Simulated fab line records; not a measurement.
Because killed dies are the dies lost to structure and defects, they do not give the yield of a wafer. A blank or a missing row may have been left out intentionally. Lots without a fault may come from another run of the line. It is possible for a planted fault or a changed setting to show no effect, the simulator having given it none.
What tool caused it?    flow sky130    14 lots, 41 wafers sampled, at 2 steps of a route of 708

WHAT THE GAUGES READ, wafer by wafer
Not one reading of a measure or inspect step in the record can be checked against a usual standard deviation.

WHICH TOOL RAN EACH LOT (tool, then ch and the chambers of the sampled wafers, then the start)
lot   SKY_POLY_CUT_ETCH_11               SKY_PAD_OPEN_PROBE_99
L518  rieDiel-02 ch 0,2,3, day 24 05:39  prober-02, day 45 21:34
L519  rieDiel-02 ch 0,2,3, day 24 17:21  prober-01, day 46 04:30
L520  rieDiel-04 ch 0,2, day 25 03:02    prober-02, day 46 12:07
L521  rieDiel-04 ch 2,3, day 25 15:44    prober-01, day 46 22:52
L524  rieDiel-04 ch 0,1,2, day 26 11:56  prober-01, day 47 10:32
L523  rieDiel-01 ch 1,2,3, day 26 12:53  prober-02, day 47 12:31
L527  rieDiel-04 ch 0,1,3, day 27 15:09  prober-02, day 48 05:01
L526  rieDiel-04 ch 1,3, day 27 17:29    prober-01, day 48 08:28
L534  rieDiel-01 ch 0,3, day 30 07:05    prober-02, day 49 21:37
L535  rieDiel-02 ch 0,3, day 30 12:32    prober-01, day 49 22:36
L536  rieDiel-04 ch 0,1,2, day 30 18:38  prober-02, day 50 07:19
L537  rieDiel-02 ch 1,2, day 31 07:38    prober-01, day 50 11:10
L540  rieDiel-01 ch 0,1,3, day 31 20:32  prober-02, day 50 19:58
L541  rieDiel-04 ch 0,2,3, day 32 03:18  prober-01, day 51 00:58
- SKY_POLY_CUT_ETCH_11: etches Si3N4 in CF4/CH2F2/Ar, stops on poly-Si, time 42.5 s, target depth 60 nm.
- SKY_PAD_OPEN_PROBE_99

AS READ BY THE TOOLS THEMSELVES (means over the sampled wafers that have a number; for cases with no such wafer, the mark the record gives instead)
SKY_POLY_CUT_ETCH_11. Usual: drypumpMotorCurrentA 5.7 A, standard deviation 0.43; oesProductAu 0.827 a.u., standard deviation 0.0062; runLengthS 70.7 s, standard deviation 0.41; throttleValvePct 14.995 %, standard deviation 0.0089.
lot   tool        drypumpMotorCurrentA (A)  oesProductAu (a.u.)  runLengthS (s)  throttleValvePct (%)  flag
L518  rieDiel-02  5.4                       0.818                70.5            14.992                
L519  rieDiel-02  5.4                       0.828                70.6            14.998                
L520  rieDiel-04  5.9                       0.821                70.8            14.999                
L521  rieDiel-04  6.1                       0.830                70.9            14.991                
L524  rieDiel-04  6.0                       0.833                70.6            14.984                
L523  rieDiel-01  5.4                       0.827                70.8            14.987                
L527  rieDiel-04  5.9                       0.817                71.2            14.990                
L526  rieDiel-04  6.0                       0.818                71.8            14.994                
L534  rieDiel-01  5.4                       0.827                70.2            14.988                
L535  rieDiel-02  5.2                       0.830                70.7            14.990                
L536  rieDiel-04  6.1                       0.835                70.8            14.998                
L537  rieDiel-02  5.6                       0.827                70.8            14.996                
L540  rieDiel-01  5.7                       0.832                70.4            15.008                
L541  rieDiel-04  6.0                       0.828                71.2            14.998                

SKY_PAD_OPEN_PROBE_99. Usual: killed_at_M0_to_M3 42, standard deviation 7; killed_at_M4_up 3.2, standard deviation 1.6; killedAtContacts 24, standard deviation 5.8; killedAtFrontEnd 16, standard deviation 4.3; killedAtOther 0.3, standard deviation 0.62; killedDies 86, standard deviation 9.5; killedOnRim 17, standard deviation 3.7; killedOpen 46, standard deviation 6.4; killedShort 39, standard deviation 6.3.
lot   tool       killed_at_M0_to_M3  killed_at_M4_up  killedAtContacts  killedAtFrontEnd  killedAtOther  killedDies  killedOnRim  killedOpen  killedShort  flag
L518  prober-02  40                  2.3              23                16                0.0            82          15           46          36           
L519  prober-01  38                  2.3              25                16                0.3            82          15           45          37           
L520  prober-02  44                  2.7              27                12                0.0            85          19           45          39           
L521  prober-01  44                  2.0              20                23                0.7            89          20           52          37           
L524  prober-01  37                  4.7              29                19                0.7            90          17           47          41           
L523  prober-02  41                  4.7              31                16                0.0            93          20           50          43           
L527  prober-02  45                  3.3              25                13                0.7            87          17           47          41           
L526  prober-01  39                  3.5              28                12                0.5            82          17           41          41           
L534  prober-02  45                  3.0              21                14                0.3            84          15           46          38           
L535  prober-01  41                  2.3              25                13                0.7            82          17           44          37           
L536  prober-02  43                  4.3              22                16                0.3            86          20           50          35           
L537  prober-01  39                  3.7              25                17                0.0            85          15           49          36           
L540  prober-02  33                  3.7              23                14                0.7            75          15           38          35           
L541  prober-01  34                  3.0              26                11                0.7            75          15           40          35           

THE ANSWER, worked out from the rows above alone
Rule: take the mean of a lot's wafers that have a number; if it is more than 3 standard deviations from the usual mean, the lot is off. Also off: a lot with no number at a reading for which 4 or more lots have one. Any other lot the step has rows for is counted as sound. Order of review: gauges by route order, followed by the tools' own readings, for which a lot's mean as printed above is used. The first step at which some lot is off is used, and at that step the reading that is off furthest; a lot without a number counts as furthest.
Across all readings shown, no lot is off: no conclusion can be drawn from this.

WHAT THE SIMULATOR HAD PUT IN
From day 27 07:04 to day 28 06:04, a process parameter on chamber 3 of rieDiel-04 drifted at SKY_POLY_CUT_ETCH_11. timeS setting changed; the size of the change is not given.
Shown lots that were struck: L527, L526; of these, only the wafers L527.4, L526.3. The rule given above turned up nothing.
